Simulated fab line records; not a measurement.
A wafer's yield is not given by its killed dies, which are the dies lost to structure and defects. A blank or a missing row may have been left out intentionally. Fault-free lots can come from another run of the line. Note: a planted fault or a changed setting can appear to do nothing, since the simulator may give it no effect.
Problem report, 8D (eight disciplines) form, completed by code + flow sky130 + the parts of the form that need people (team, actions taken, sign-off) are left out

1. THE ISSUE
VIA2_HDPCVD_THK at SKY_VIA2_THK_MEAS_01 reads a mean of 845 nm on 2 wafers of 1 lot; wafers without a fault read 1176 nm with a standard deviation of 12. That is -28 standard deviations from the usual mean.
First observed at day 39 08:49: wafer L809.1, on film-metro-04. Wafers with a number at this step in the record: 15, from 5 lots. Rule for "out" (also "out of limits"): further than 4 standard deviations from the usual mean. The rest of the wafers with a number are treated as sound.

2. WHAT IT IS, AND WHAT IT ISN'T
| question                    | is                | is not                                                                   |
|-----------------------------|-------------------|--------------------------------------------------------------------------|
| which readings at this step | VIA2_HDPCVD_THK   | -                                                                        |
| which lots                  | L809              | L802, L803, L818, L820                                                   |
| which wafers of those lots  | L809.1, L809.3    | L809.4                                                                   |
| read on which gauges        | film-metro-04     | film-metro-01, film-metro-02                                             |
| when                        | from day 39 08:49 | up to then (7 sound wafers); but 6 sound wafers of L818, L820 came after |

3. WHAT RULES OUT EACH SUSPECT
Counting: any tool at a process step up to the reading remains a suspect provided it ran every lot that is out. Sound lots after the first of them don't rule it out here, since some wafers of a struck lot are sound.
- the gauge at SKY_VIA2_THK_MEAS_01: kept. All the wafers that are out were read on film-metro-04, and no step on other tools shows them out.
- rie-metal-02 at SKY_METAL2_DESCUM_17 (chemistry O2, time 8 s): kept. It ran the lot that is out, L809 (day 39 07:49); its last sound lot up to then is L802 (day 37 20:01).
- rie-metal-02 at SKY_METAL2_ETCH_18 (etches BARC in N2/H2, stops on SiO2, time 45.9 s, target depth 60 nm): kept. It ran the lot that is out, L809 (day 39 07:52); its last sound lot up to then is L802 (day 37 20:04).
- rie-metal-02 at SKY_METAL2_METAL_ETCH_19 (etches the open film in Cl2/BCl3, stops on SiO2, target depth 360 nm, time 78 s): kept. It ran the lot that is out, L809 (day 39 07:56); its last sound lot up to then is L802 (day 37 20:08).
- plasma-asher-04 at SKY_METAL2_STRIP_20 (strips in O2/N2): kept. It ran the lot that is out, L809 (day 39 08:04); its last sound lot up to then is L803 (day 37 15:47).
- hdpcvd-01 at SKY_VIA2_HDPCVD_00 (deposits SiO2, target thk 1180 nm, time 196.7 s): kept. It ran the lot that is out, L809 (day 39 08:41); its last sound lot up to then is L802 (day 37 20:52).
- Within rie-metal-02 at SKY_METAL2_DESCUM_17, the wafers that are out were processed in chamber 1 and their sound lot-mates in chamber 0.
- Within rie-metal-02 at SKY_METAL2_ETCH_18, the wafers that are out were processed in chamber 1 and their sound lot-mates in chamber 0.
- Within rie-metal-02 at SKY_METAL2_METAL_ETCH_19, the wafers that are out were processed in chamber 1 and their sound lot-mates in chamber 0.
- Within plasma-asher-04 at SKY_METAL2_STRIP_20, the wafers that are out were processed in chamber 1 and their sound lot-mates in chamber 0.
- Within hdpcvd-01 at SKY_VIA2_HDPCVD_00: the wafers that are out ran in chambers 1, 2; their sound lot-mates ran in chamber 0.
Left after counting: rie-metal-02 at SKY_METAL2_DESCUM_17, rie-metal-02 at SKY_METAL2_ETCH_18, rie-metal-02 at SKY_METAL2_METAL_ETCH_19, plasma-asher-04 at SKY_METAL2_STRIP_20, hdpcvd-01 at SKY_VIA2_HDPCVD_00, film-metro-04 at SKY_VIA2_THK_MEAS_01.

4. THE CAUSE (what the simulator had put in)
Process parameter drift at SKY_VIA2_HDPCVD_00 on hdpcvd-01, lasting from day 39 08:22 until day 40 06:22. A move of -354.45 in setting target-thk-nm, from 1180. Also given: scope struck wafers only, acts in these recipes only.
Counting leaves 6 suspects; this tool is one of them.

5. THE EFFECT CHAIN, in route order
One row per reading whose mean, taken over the struck wafers that have a number, lies over 3 standard deviations from the usual. Only readings for which the record gives a usual standard deviation are gone through. hours: the time from each lot's start at the first step in this table that gives one to its start at this step, as a median over the lots. sigmas: the change in usual standard deviations.
| hours | step                 | reading         | usual   | on struck wafers | change | sigmas |
|-------|----------------------|-----------------|---------|------------------|--------|--------|
| 0     | SKY_VIA2_THK_MEAS_01 | VIA2_HDPCVD_THK | 1176 nm | 845              | -331   | -28    |

6. WHAT WOULD HAVE CAUGHT IT SOONER
0 hours passed between the start of the fault at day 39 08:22 and the first reading out of limits at a measuring or inspecting step in this record, taken at day 39 08:49.
All the lots that are out (1) had begun SKY_VIA2_HDPCVD_00 on hdpcvd-01 by day 39 08:49. Had the tool been put on hold then, not one of them would have been saved.
